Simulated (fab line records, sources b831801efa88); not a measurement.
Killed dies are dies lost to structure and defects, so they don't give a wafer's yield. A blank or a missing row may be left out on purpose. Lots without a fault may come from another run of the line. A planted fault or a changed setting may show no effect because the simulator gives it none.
Which tool did it? | flow gf180mcu | 14 lots, 42 wafers sampled, at 2 steps of a route of 602

WHAT THE GAUGES READ, wafer by wafer
GF_V3_THK_MEAS_01. Usual: V3_CVD_00_THK 601 nm, standard deviation 5.6.
lot  | measured     | on            | V3_CVD_00_THK (nm) | flag
L270 | day 21 19:42 | film_metro-01 | 598 601 593        |
L272 | day 22 14:50 | film_metro-01 | 604 603 609        |
L276 | day 23 18:29 | film_metro-01 | 601 596 611        |
L274 | day 23 19:45 | film_metro-01 | 605 600 599        |
L278 | day 24 13:19 | film_metro-02 | 594 592 600        |
L279 | day 25 01:43 | film_metro-02 | 594 596 604        |
L280 | day 25 07:13 | film_metro-03 | 597 602 603        |
L281 | day 25 15:41 | film_metro-03 | 614 593 593        |
L282 | day 25 23:55 | film_metro-01 | 591 593 604        |
L284 | day 26 12:46 | film_metro-02 | 509 514 508        | OFF
L285 | day 27 00:16 | film_metro-02 | 510 514 509        | OFF
L287 | day 27 10:38 | film_metro-02 | 605 602 600        |
L292 | day 29 02:09 | film_metro-03 | 603 608 597        |
L286 | day 29 18:23 | film_metro-02 | 604 602 602        |

WHICH TOOL RAN EACH LOT (tool, then ch and the chambers of the sampled wafers, then the start)
lot  | GF_V3_CVD_00
L270 | hdpcvd-01 ch 0,2, day 21 19:37
L272 | hdpcvd-02 ch 0,1, day 22 14:46
L276 | hdpcvd-02 ch 0,1,2, day 23 18:25
L274 | hdpcvd-02 ch 0,2, day 23 19:41
L278 | hdpcvd-02 ch 1,2, day 24 13:14
L279 | hdpcvd-01 ch 0,1,2, day 25 01:39
L280 | hdpcvd-02 ch 0,1,2, day 25 07:09
L281 | hdpcvd-01 ch 0,1,2, day 25 15:37
L282 | hdpcvd-01 ch 0,1,2, day 25 23:50
L284 | hdpcvd-01 ch 0,2, day 26 12:41
L285 | hdpcvd-01 ch 1,2, day 27 00:11
L287 | hdpcvd-02 ch 0,2, day 27 10:24
L292 | hdpcvd-02 ch 1,2, day 29 02:04
L286 | hdpcvd-02 ch 0,1, day 29 18:19
- GF_V3_CVD_00: deposits SiO2, target thk 600 nm, time 100 s.

WHAT THE TOOLS THEMSELVES READ (means of the sampled wafers that have a number; where no wafer has one, the mark that the record gives instead)
GF_V3_CVD_00. Usual: sih4_flow_sccm 60.01 sccm, standard deviation 0.17; susceptor_temp_C 400.01 C, standard deviation 0.23.
lot  | tool      | sih4_flow_sccm (sccm) | susceptor_temp_C (C) | flag
L270 | hdpcvd-01 | 60.04                 | 399.81               |
L272 | hdpcvd-02 | 60.09                 | 400.19               |
L276 | hdpcvd-02 | 59.91                 | 400.12               |
L274 | hdpcvd-02 | 59.93                 | 400.01               |
L278 | hdpcvd-02 | 60.06                 | 399.96               |
L279 | hdpcvd-01 | 59.97                 | 399.82               |
L280 | hdpcvd-02 | 60.04                 | 400.12               |
L281 | hdpcvd-01 | 59.86                 | 400.13               |
L282 | hdpcvd-01 | 60.17                 | 400.12               |
L284 | hdpcvd-01 | 51.16                 | 399.98               | OFF
L285 | hdpcvd-01 | 50.99                 | 400.24               | OFF
L287 | hdpcvd-02 | 59.99                 | 400.06               |
L292 | hdpcvd-02 | 59.90                 | 399.89               |
L286 | hdpcvd-02 | 59.91                 | 399.62               |

THE ANSWER, worked out from the rows above alone
Rule: a lot is off if the mean of its wafers that have a number lies more than 3 standard deviations from the usual mean. A lot without any number at a reading at which 4 lots or more have one is off too. The other lots that the step has rows for count as sound. The gauges are gone through in route order, then the tools' own readings, and for those a lot's mean is taken as printed above. The first step at which some lot is off is used, and at that step the reading that is off furthest; a lot without a number counts as furthest.
Off: L284, L285, at GF_V3_THK_MEAS_01 (V3_CVD_00_THK).
A tool fits if, at a process step before that reading, it ran every lot that is off, and no sound lot after the first of them. The gauges at GF_V3_THK_MEAS_01 aren't tried: what is off there is off at GF_V3_CVD_00 too, on other tools, and a gauge's error can't cause that. One fits: hdpcvd-01 at GF_V3_CVD_00. Its last sound lot is L282 (day 25 23:50), its first lot that is off L284 (day 26 12:41): a fault that began between those two fits.
The tool's own readings at GF_V3_CVD_00 bear it out: on the lots that are off they differ by more than 5 times the standard deviation of the sound lots' means. sih4_flow_sccm reads 51.08 sccm there against 59.99 sccm on the sound lots.

WHAT THE SIMULATOR HAD PUT IN
Process parameter drift: hdpcvd-01, from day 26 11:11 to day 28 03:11, at GF_V3_CVD_00. Setting sih4_flow_sccm, moved by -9, from 60. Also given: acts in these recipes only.
Lots struck among those shown: L284, L285. The rule above found the same.
